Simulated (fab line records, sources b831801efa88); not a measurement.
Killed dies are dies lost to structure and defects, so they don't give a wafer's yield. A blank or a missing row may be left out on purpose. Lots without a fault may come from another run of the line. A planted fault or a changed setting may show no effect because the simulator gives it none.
Which tool did it? | flow sky130 | 24 lots, 72 wafers sampled, at 6 steps of a route of 708

WHAT THE GAUGES READ, wafer by wafer
SKY_VT_ADJUST_HVTP_CD_MEAS_07: target cd 380 nm. Usual: cd_nm 380.8 nm, standard deviation 2.8.
lot  | measured     | on        | cd_nm (nm)        | flag
L074 | day 6 02:16  | cd_sem-01 | 379.9 379.2 381.8 |
L075 | day 6 08:22  | cd_sem-01 | 384.6 383.7 385.5 |
L076 | day 6 12:09  | cd_sem-01 | 382.9 384.1 382.2 |
L077 | day 6 15:34  | cd_sem-01 | 385.1 386.6 383.6 |
L078 | day 7 00:31  | cd_sem-02 | 379.4 379.3 381.2 |
L079 | day 7 08:50  | cd_sem-02 | 383.1 381.7 381.6 |
L080 | day 7 14:48  | cd_sem-01 | 376.0 377.6 378.7 |
L081 | day 7 23:47  | cd_sem-02 | 379.1 383.8 381.1 |
L082 | day 8 04:22  | cd_sem-02 | 377.2 374.9 375.8 |
L083 | day 8 10:35  | cd_sem-02 | 378.4 381.3 378.4 |
L084 | day 8 13:19  | cd_sem-02 | 380.4 378.9 378.2 |
L085 | day 9 00:37  | cd_sem-01 | 385.3 382.0 381.2 |
L086 | day 9 07:20  | cd_sem-02 | 379.7 380.3 381.8 |
L087 | day 9 10:56  | cd_sem-02 | 378.9 377.1 378.0 |
L088 | day 9 20:39  | cd_sem-02 | 376.9 378.7 378.3 |
L089 | day 10 04:29 | cd_sem-02 | 381.9 382.0 383.8 |
L090 | day 10 09:14 | cd_sem-01 | 381.8 379.0 379.4 |
L091 | day 10 14:02 | cd_sem-02 | 375.9 375.9 377.1 |
L092 | day 10 20:40 | cd_sem-02 | 383.7 383.4 382.6 |
L093 | day 11 06:19 | cd_sem-01 | 379.5 383.4 380.6 |
L094 | day 11 11:10 | cd_sem-01 | 383.2 379.7 380.9 |
L095 | day 11 17:56 | cd_sem-02 | 382.1 380.4 380.3 |
L096 | day 12 00:08 | cd_sem-01 | 382.5 383.3 384.2 |
L097 | day 12 01:58 | cd_sem-01 | 378.4 381.0 380.5 |

SKY_LOCAL_INTERCONNECT_CD_MEAS_11: target cd 170 nm. Usual: cd_nm 169.3 nm, standard deviation 1.9.
lot  | measured     | on        | cd_nm (nm)        | flag
L074 | day 29 23:14 | cd_sem-01 | 171.5 172.1 171.6 |
L075 | day 30 10:40 | cd_sem-02 | 169.4 169.1 170.5 |
L076 | day 30 15:57 | cd_sem-01 | 168.8 168.0 170.0 |
L077 | day 30 23:42 | cd_sem-02 | 166.0 166.7 166.4 |
L078 | day 31 10:29 | cd_sem-02 | 169.5 169.8 170.6 |
L079 | day 32 02:52 | cd_sem-01 | 168.4 168.8 167.6 |
L080 | day 33 05:46 | cd_sem-02 | 164.5 165.1 164.9 |
L081 | day 33 09:13 | cd_sem-02 | 170.9 170.2 172.0 |
L082 | day 33 02:44 | cd_sem-01 | 171.7 172.0 171.7 |
L083 | day 33 11:23 | cd_sem-01 | 171.4 170.1 171.8 |
L084 | day 33 21:58 | cd_sem-02 | 168.2 166.6 168.1 |
L085 | day 34 05:02 | cd_sem-01 | 168.3 168.0 169.0 |
L086 | day 34 13:07 | cd_sem-02 | 171.4 171.2 171.2 |
L087 | day 34 14:44 | cd_sem-02 | 168.3 167.9 169.8 |
L088 | day 35 05:40 | cd_sem-02 | 169.1 168.0 167.5 |
L089 | day 35 12:10 | cd_sem-01 | 171.5 169.0 168.8 |
L090 | day 35 15:13 | cd_sem-02 | 169.8 169.3 170.6 |
L091 | day 35 23:44 | cd_sem-01 | 170.2 170.5 169.0 |
L092 | day 36 10:56 | cd_sem-01 | 168.3 169.1 166.0 |
L093 | day 36 19:22 | cd_sem-02 | 168.2 169.6 170.0 |
L094 | day 37 03:13 | cd_sem-01 | 169.3 168.8 170.5 |
L095 | day 37 07:55 | cd_sem-02 | 170.1 169.8 170.0 |
L096 | day 37 08:22 | cd_sem-01 | 167.1 168.2 167.2 |
L097 | day 37 11:47 | cd_sem-02 | 169.1 169.1 170.2 |

SKY_CONTACT_THK_MEAS_01. Usual: CONTACT_CVD_00_THK 75.2 nm, standard deviation 0.91.
lot  | measured     | on            | CONTACT_CVD_00_THK (nm) | flag
L074 | day 30 00:08 | film_metro-01 | 74.9 76.9 77.2          |
L075 | day 30 11:36 | film_metro-03 | 73.4 74.9 75.9          |
L076 | day 30 16:51 | film_metro-04 | 75.6 75.7 75.4          |
L077 | day 31 00:54 | film_metro-03 | 76.9 75.5 75.6          |
L078 | day 31 11:22 | film_metro-03 | 75.5 75.7 76.2          |
L079 | day 32 03:50 | film_metro-04 | 74.7 73.7 75.3          |
L080 | day 33 07:05 | film_metro-01 | 75.8 74.6 75.7          |
L081 | day 33 10:13 | film_metro-03 | 75.4 75.8 76.4          |
L082 | day 33 03:43 | film_metro-04 | 73.4 73.2 74.5          |
L083 | day 33 12:20 | film_metro-04 | 74.7 77.0 76.1          |
L084 | day 33 22:56 | film_metro-03 | 73.6 74.8 75.5          |
L085 | day 34 06:04 | film_metro-03 | 74.9 75.1 75.0          |
L086 | day 34 14:06 | film_metro-03 | 74.2 74.0 74.8          |
L087 | day 34 15:36 | film_metro-03 | 76.2 75.8 76.0          |
L088 | day 35 06:41 | film_metro-04 | 76.4 76.5 76.4          |
L089 | day 35 13:12 | film_metro-01 | 75.6 75.0 76.9          |
L090 | day 35 16:07 | film_metro-04 | 75.2 73.4 75.0          |
L091 | day 36 00:39 | film_metro-01 | 74.1 75.4 75.9          |
L092 | day 36 12:21 | film_metro-03 | 75.7 76.1 76.3          |
L093 | day 36 20:20 | film_metro-03 | 74.7 76.2 76.1          |
L094 | day 37 04:38 | film_metro-01 | 74.0 74.3 74.4          |
L095 | day 37 09:01 | film_metro-03 | 74.5 74.9 74.3          |
L096 | day 37 09:26 | film_metro-03 | 75.0 76.1 75.3          |
L097 | day 37 13:05 | film_metro-01 | 74.7 74.9 75.9          |

SKY_CAP2M_THK_MEAS_04: measures by xrf. Usual: CAP2M_TIN_THK 198.2 nm, standard deviation 2.1.
lot  | measured     | on            | CAP2M_TIN_THK (nm) | flag
L074 | day 39 10:22 | film_metro-04 | 194.6 196.9 195.3  |
L075 | day 39 16:43 | film_metro-04 | 199.3 201.2 199.0  |
L076 | day 40 00:47 | film_metro-04 | 199.4 196.4 195.6  |
L077 | day 40 07:31 | film_metro-03 | 197.8 198.1 197.3  |
L078 | day 40 15:37 | film_metro-02 | 199.2 198.0 198.0  |
L079 | day 41 07:35 | film_metro-03 | 195.7 196.5 196.6  |
L080 | day 42 07:58 | film_metro-02 | 198.4 200.7 201.4  |
L081 | day 42 10:31 | film_metro-04 | 198.0 197.9 197.2  |
L082 | day 42 06:56 | film_metro-02 | 196.9 198.1 197.5  |
L083 | day 42 12:54 | film_metro-03 | 198.4 198.5 200.7  |
L084 | day 42 19:43 | film_metro-04 | 203.9 202.3 202.8  |
L085 | day 43 02:49 | film_metro-02 | 200.2 199.4 200.9  |
L086 | day 43 11:22 | film_metro-03 | 202.2 203.8 202.2  |
L087 | day 43 11:59 | film_metro-03 | 195.5 196.7 195.4  |
L088 | day 43 23:03 | film_metro-03 | 198.6 196.7 199.9  |
L089 | day 44 05:49 | film_metro-03 | 197.7 197.7 194.7  |
L090 | day 44 06:43 | film_metro-03 | 198.8 197.0 195.5  |
L091 | day 44 15:49 | film_metro-03 | 200.8 199.5 199.7  |
L092 | day 45 01:56 | film_metro-02 | 198.6 197.2 198.8  |
L093 | day 45 05:56 | film_metro-03 | 197.6 196.8 196.2  |
L094 | day 45 14:37 | film_metro-03 | 194.6 196.2 195.0  |
L095 | day 45 19:24 | film_metro-04 | 197.9 200.2 199.5  |
L096 | day 45 19:26 | film_metro-03 | 196.8 197.3 197.7  |
L097 | day 45 21:46 | film_metro-02 | 196.0 199.0 198.1  |

WHICH TOOL RAN EACH LOT (tool, then ch and the chambers of the sampled wafers, then the start)
lot  | SKY_VIA1_CMP_24               | SKY_CAPM_STRIP_14
L074 | cmp-02 ch 1,2,3, day 33 16:14 | plasma_asher-02 ch 0,1, day 37 02:41
L075 | cmp-01 ch 0,3, day 34 01:49   | plasma_asher-03 ch 0,1, day 37 11:08
L076 | cmp-01 ch 0,2,3, day 34 07:58 | plasma_asher-02 ch 0,1, day 37 17:53
L077 | cmp-01 ch 0,1,2, day 34 15:44 | plasma_asher-02 ch 0,1, day 38 01:04
L078 | cmp-02 ch 0,3, day 35 01:22   | plasma_asher-03 ch 0,1, day 38 10:14
L079 | cmp-01 ch 1,2,3, day 35 18:06 | plasma_asher-03 ch 0,1, day 39 03:21
L080 | cmp-02 ch 0,1,3, day 36 19:16 | plasma_asher-01 ch 0,1, day 40 02:29
L081 | cmp-01 ch 0,1,3, day 36 23:12 | plasma_asher-01 ch 0,1, day 40 06:20
L082 | cmp-01 ch 2,3, day 36 19:14   | plasma_asher-02 ch 0,1, day 40 03:05
L083 | cmp-01 ch 0,1,3, day 37 01:53 | plasma_asher-02 ch 1, day 40 08:50
L084 | cmp-02 ch 0,2,3, day 37 08:43 | plasma_asher-02 ch 0,1, day 40 15:50
L085 | cmp-02 ch 0,2,3, day 37 16:28 | plasma_asher-02 ch 0,1, day 40 23:10
L086 | cmp-01 ch 0,1,3, day 38 01:14 | plasma_asher-01 ch 0,1, day 41 08:08
L087 | cmp-01 ch 0,3, day 38 02:44   | plasma_asher-02 ch 0,1, day 41 08:41
L088 | cmp-01 ch 0,1, day 38 15:17   | plasma_asher-01 ch 0,1, day 41 21:43
L089 | cmp-02 ch 1,2, day 38 23:37   | plasma_asher-02 ch 0,1, day 42 04:20
L090 | cmp-02 ch 1,3, day 39 01:35   | plasma_asher-01 ch 0,1, day 42 05:41
L091 | cmp-02 ch 0,2,3, day 39 10:55 | plasma_asher-01 ch 0,1, day 42 15:08
L092 | cmp-01 ch 0,1,2, day 39 21:24 | plasma_asher-01 ch 0,1, day 43 00:35
L093 | cmp-02 ch 0,1,2, day 40 03:59 | plasma_asher-03 ch 0, day 43 05:53
L094 | cmp-02 ch 1,2, day 40 12:56   | plasma_asher-03 ch 1, day 43 14:50
L095 | cmp-01 ch 1,2,3, day 40 16:12 | plasma_asher-01 ch 0,1, day 43 19:14
L096 | cmp-01 ch 0,2,3, day 40 17:22 | plasma_asher-02 ch 0, day 43 19:55
L097 | cmp-01 ch 0,2, day 40 19:52   | plasma_asher-01 ch 0,1, day 43 22:29
- SKY_VIA1_CMP_24: polishes, stops on SiO2, t overpolish 15 s, target thk 0 nm.
- SKY_CAPM_STRIP_14: strips in O2/N2.

WHAT THE TOOLS THEMSELVES READ (means of the sampled wafers that have a number; where no wafer has one, the mark that the record gives instead)
SKY_VIA1_CMP_24. Usual: edge_zone_pressure_frac 1.000, standard deviation 0.0046; motor_current_A 10.7 A, standard deviation 1.3; overpolish_run_s 15.001 s, standard deviation 0.0093; time_to_endpoint_s 64.7 s, standard deviation 2.6.
lot  | tool   | edge_zone_pressure_frac | motor_current_A (A) | overpolish_run_s (s) | time_to_endpoint_s (s) | flag
L074 | cmp-02 | 0.999                   | 11.1                | 15.005               | 64.7                   |
L075 | cmp-01 | 0.995                   | 10.4                | 15.009               | 64.7                   |
L076 | cmp-01 | 1.000                   | 9.7                 | 15.004               | 68.0                   |
L077 | cmp-01 | 0.999                   | 10.5                | 15.002               | 64.6                   |
L078 | cmp-02 | 1.002                   | 10.3                | 15.002               | 61.6                   |
L079 | cmp-01 | 0.995                   | 10.8                | 15.009               | 60.4                   |
L080 | cmp-02 | 1.001                   | 10.8                | 15.003               | 63.6                   |
L081 | cmp-01 | 0.999                   | 11.2                | 15.005               | 64.8                   |
L082 | cmp-01 | 0.999                   | 9.7                 | 15.000               | 60.8                   |
L083 | cmp-01 | 1.003                   | 11.2                | 15.010               | 63.8                   |
L084 | cmp-02 | 0.997                   | 10.6                | 14.997               | 62.3                   |
L085 | cmp-02 | 1.002                   | 10.3                | 15.011               | 63.8                   |
L086 | cmp-01 | 0.996                   | 10.5                | 15.008               | 62.7                   |
L087 | cmp-01 | 1.002                   | 9.9                 | 15.006               | 64.2                   |
L088 | cmp-01 | 1.000                   | 10.2                | 15.009               | 61.1                   |
L089 | cmp-02 | 1.005                   | 12.1                | 15.001               | 66.9                   |
L090 | cmp-02 | 1.000                   | 11.6                | 14.998               | 68.1                   |
L091 | cmp-02 | 1.003                   | 10.6                | 14.994               | 65.7                   |
L092 | cmp-01 | 1.001                   | 10.2                | 15.003               | 65.5                   |
L093 | cmp-02 | 0.999                   | 11.5                | 14.999               | 66.7                   |
L094 | cmp-02 | 1.001                   | 12.2                | 14.996               | 64.2                   |
L095 | cmp-01 | 1.003                   | 11.1                | 15.005               | 66.2                   |
L096 | cmp-01 | 0.997                   | 9.6                 | 14.997               | 65.6                   |
L097 | cmp-01 | 1.003                   | 9.0                 | 15.004               | 64.1                   |

SKY_CAPM_STRIP_14. Usual: drypump_motor_current_A 5.49 A, standard deviation 0.28; oes_product_au 0.711 a.u., standard deviation 0.0045; strip_time_to_endpoint_s 12.66 s, standard deviation 0.046.
lot  | tool            | drypump_motor_current_A (A) | oes_product_au (a.u.) | strip_time_to_endpoint_s (s) | flag
L074 | plasma_asher-02 | 5.62                        | 0.708                 | 12.63                        |
L075 | plasma_asher-03 | 5.63                        | 0.712                 | 12.68                        |
L076 | plasma_asher-02 | 5.61                        | 0.713                 | 12.61                        |
L077 | plasma_asher-02 | 5.61                        | 0.713                 | 12.65                        |
L078 | plasma_asher-03 | 5.58                        | 0.714                 | 12.65                        |
L079 | plasma_asher-03 | 5.55                        | 0.710                 | 12.67                        |
L080 | plasma_asher-01 | 5.40                        | 0.710                 | 12.70                        |
L081 | plasma_asher-01 | 5.39                        | 0.708                 | 12.71                        |
L082 | plasma_asher-02 | 5.35                        | 0.710                 | 12.64                        |
L083 | plasma_asher-02 | 5.09                        | 0.711                 | 12.60                        |
L084 | plasma_asher-02 | 5.61                        | 0.716                 | 12.68                        |
L085 | plasma_asher-02 | 5.63                        | 0.710                 | 12.64                        |
L086 | plasma_asher-01 | 5.39                        | 0.710                 | 12.66                        |
L087 | plasma_asher-02 | 5.62                        | 0.712                 | 12.70                        |
L088 | plasma_asher-01 | 5.48                        | 0.710                 | 12.67                        |
L089 | plasma_asher-02 | 5.61                        | 0.711                 | 12.66                        |
L090 | plasma_asher-01 | 5.46                        | 0.712                 | 12.68                        |
L091 | plasma_asher-01 | 5.39                        | 0.713                 | 12.66                        |
L092 | plasma_asher-01 | 5.39                        | 0.714                 | 12.69                        |
L093 | plasma_asher-03 | 5.72                        | 0.714                 | 12.69                        |
L094 | plasma_asher-03 | 5.47                        | 0.715                 | 12.67                        |
L095 | plasma_asher-01 | 5.37                        | 0.708                 | 12.64                        |
L096 | plasma_asher-02 | 5.87                        | 0.714                 | 12.72                        |
L097 | plasma_asher-01 | 5.38                        | 0.712                 | 12.60                        |

THE ANSWER, worked out from the rows above alone
Rule: a lot is off if the mean of its wafers that have a number lies more than 3 standard deviations from the usual mean. A lot without any number at a reading at which 4 lots or more have one is off too. The other lots that the step has rows for count as sound. The gauges are gone through in route order, then the tools' own readings, and for those a lot's mean is taken as printed above. The first step at which some lot is off is used, and at that step the reading that is off furthest; a lot without a number counts as furthest.
No lot is off at any reading shown: from this, nothing can be told.

WHAT THE SIMULATOR HAD PUT IN
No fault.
